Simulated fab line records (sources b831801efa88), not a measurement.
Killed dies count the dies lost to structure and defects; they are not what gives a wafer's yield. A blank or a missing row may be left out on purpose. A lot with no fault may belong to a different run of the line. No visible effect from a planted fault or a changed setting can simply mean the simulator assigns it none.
Shared-tool check ; flow sky130 ; 45 wafers sampled across 15 lots

THE REASON FOR OPENING IT
3 of 15 lots carry a flag on the reading DNWELL_TW at SKY_DNWELL_TW_MEAS_09. Fault-free wafers read 1115, with a standard deviation of 9.3.
Rule: a lot is flagged in two cases, either no wafer of it has a number, or all its wafers with numbers fall more than 4 standard deviations from that mean. All remaining lots are regarded as sound.

lot;measured;on;DNWELL_TW, wafer by wafer;flag
L720;day 3 02:26;filmMetro-04;1122 1123 1126;
L721;day 3 07:17;filmMetro-03;1105 1108 1105;
L722;day 3 12:47;filmMetro-03;1113 1119 1112;
L723;day 3 18:48;filmMetro-03;1114 1111 1106;
L724;day 4 03:24;filmMetro-03;1108 1107 1107;
L727;day 4 18:47;filmMetro-02;1129 1128 1132;
L729;day 5 03:59;filmMetro-03;1108 1110 1109;
L730;day 5 14:29;filmMetro-04;1119 1113 1110;
L733;day 6 05:41;filmMetro-04;1102 1103 1112;
L732;day 6 05:44;filmMetro-03;1116 1118 1113;
L736;day 6 19:57;filmMetro-04;30 30 30;FLAGGED
L737;day 7 02:29;filmMetro-04;30 30 30;FLAGGED
L738;day 7 08:41;filmMetro-02;30 30 31;FLAGGED
L739;day 7 13:05;filmMetro-03;1101 1106 1110;
L743;day 8 07:17;filmMetro-04;1114 1116 1109;
Flagged lots average 30: -1085 relative to the usual, that is -99 or more standard deviations.

WHICH TOOL RAN EACH LOT
The record keeps 1 process step preceding the reading, out of 708 steps on the route. Every cell lists first the tool, next ch and the chambers used by the sampled wafers, and last the start.
lot;flag;SKY_DNWELL_EXPOSE_04
L720;;ilineStepper-02 ch 0, day 2 18:32
L721;;ilineStepper-02 ch 0, day 2 23:35
L722;;ilineStepper-01 ch 0, day 3 04:25
L723;;ilineStepper-02 ch 0, day 3 10:23
L724;;ilineStepper-02 ch 0, day 3 18:37
L727;;ilineStepper-01 ch 0, day 4 09:35
L729;;ilineStepper-01 ch 0, day 4 19:32
L730;;ilineStepper-01 ch 0, day 5 05:47
L733;;ilineStepper-01 ch 0, day 5 19:38
L732;;ilineStepper-02 ch 0, day 5 19:54
L736;FLAGGED;ilineStepper-02, day 6 10:20
L737;FLAGGED;ilineStepper-02, day 6 16:31
L738;FLAGGED;ilineStepper-01, day 6 23:18
L739;;ilineStepper-02 ch 0, day 7 04:01
L743;;ilineStepper-02 ch 0, day 7 21:03
What is done by these steps:
- SKY_DNWELL_EXPOSE_04: exposes mask DNM, target cd 3000 nm.
- SKY_DNWELL_TW_MEAS_09

FLAGGED AGAINST TOTAL, ONE TOOL AT A TIME (gauges that did the reading follow at the end)
step;tool;lots run;flagged;share of the flagged lots;sound lots run after its first flagged lot
SKY_DNWELL_EXPOSE_04;ilineStepper-01;6;1;some;0
SKY_DNWELL_EXPOSE_04;ilineStepper-02;9;2;some;2 (L739,L743)
SKY_DNWELL_TW_MEAS_09;filmMetro-02;2;1;some;0
SKY_DNWELL_TW_MEAS_09;filmMetro-03;7;0;none;-
SKY_DNWELL_TW_MEAS_09;filmMetro-04;6;2;some;1 (L743)

WHAT THE TABLE PERMITS
No row of the table ran every flagged lot.

WHAT THE SIMULATOR HAD INSERTED
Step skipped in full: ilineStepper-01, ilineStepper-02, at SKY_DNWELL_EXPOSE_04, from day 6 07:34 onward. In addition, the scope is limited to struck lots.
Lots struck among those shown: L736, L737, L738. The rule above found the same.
